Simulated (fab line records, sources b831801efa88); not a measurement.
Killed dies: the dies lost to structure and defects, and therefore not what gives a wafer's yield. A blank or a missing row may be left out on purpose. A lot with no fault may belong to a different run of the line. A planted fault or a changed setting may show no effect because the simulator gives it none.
What tool caused it? :: flow gf180mcu :: 18 wafers from 6 lots sampled at 2 of the route's 602 steps

== WHAT THE GAUGES READ, wafer by wafer ==
GF_SALICIDE_THK_MEAS_05: measures by xrf.
lot: L136
measured: day 16 03:17
on: film_metro-01
SALICIDE_TIN_THK (nm): 19.9 20.0 19.5

lot: L138
measured: day 16 12:32
on: film_metro-03
SALICIDE_TIN_THK (nm): 19.3 19.5 19.4

lot: L153
measured: day 21 15:55
on: film_metro-03
SALICIDE_TIN_THK (nm): 19.1 19.0 19.0

lot: L155
measured: day 22 07:43
on: film_metro-03
SALICIDE_TIN_THK (nm): 19.6 19.5 19.6

lot: L158
measured: day 23 02:19
on: film_metro-03
SALICIDE_TIN_THK (nm): 19.9 19.9 20.3

== WHAT TOOL EACH LOT RAN ON (gives the tool, then ch and the chambers of the sampled wafers, and finally the start) ==
lot: L136
GF_POLY_GATE_ETCH_13: rie_si-01 ch 1,2,3, day 10 02:59

lot: L138
GF_POLY_GATE_ETCH_13: rie_si-02 ch 2,3, day 10 08:22

lot: L144
GF_POLY_GATE_ETCH_13: rie_si-01 ch 1,2, day 11 18:26

lot: L153
GF_POLY_GATE_ETCH_13: rie_si-02 ch 1,3, day 14 08:56

lot: L155
GF_POLY_GATE_ETCH_13: rie_si-01 ch 0,2, day 15 02:13

lot: L158
GF_POLY_GATE_ETCH_13: rie_si-02 ch 0,3, day 15 23:56
- GF_POLY_GATE_ETCH_13: etches poly-Si in HBr/Cl2, stops on SiO2, target depth 198.5 nm, time 69.6 s.

== THE ANSWER, worked out from the rows above alone ==
Rule: usual is defined by the lots themselves. Put in order of their means at a reading, lots are off if they are a third of the lots or fewer, leave a main group of 4 or more, and stand apart from it by a gap of 3 or more times the standard deviation of the main group's means; of several such gaps the widest counts. Not used: any main group whose means are identical at the precision the tables above print for the reading. Also off: a lot with no number at a reading for which 4 or more lots have one. Where the step has rows for the other lots, those lots are counted as sound.
No lot is off at any reading shown: from this, nothing can be told.

== WHAT HAD BEEN PUT IN BY THE SIMULATOR ==
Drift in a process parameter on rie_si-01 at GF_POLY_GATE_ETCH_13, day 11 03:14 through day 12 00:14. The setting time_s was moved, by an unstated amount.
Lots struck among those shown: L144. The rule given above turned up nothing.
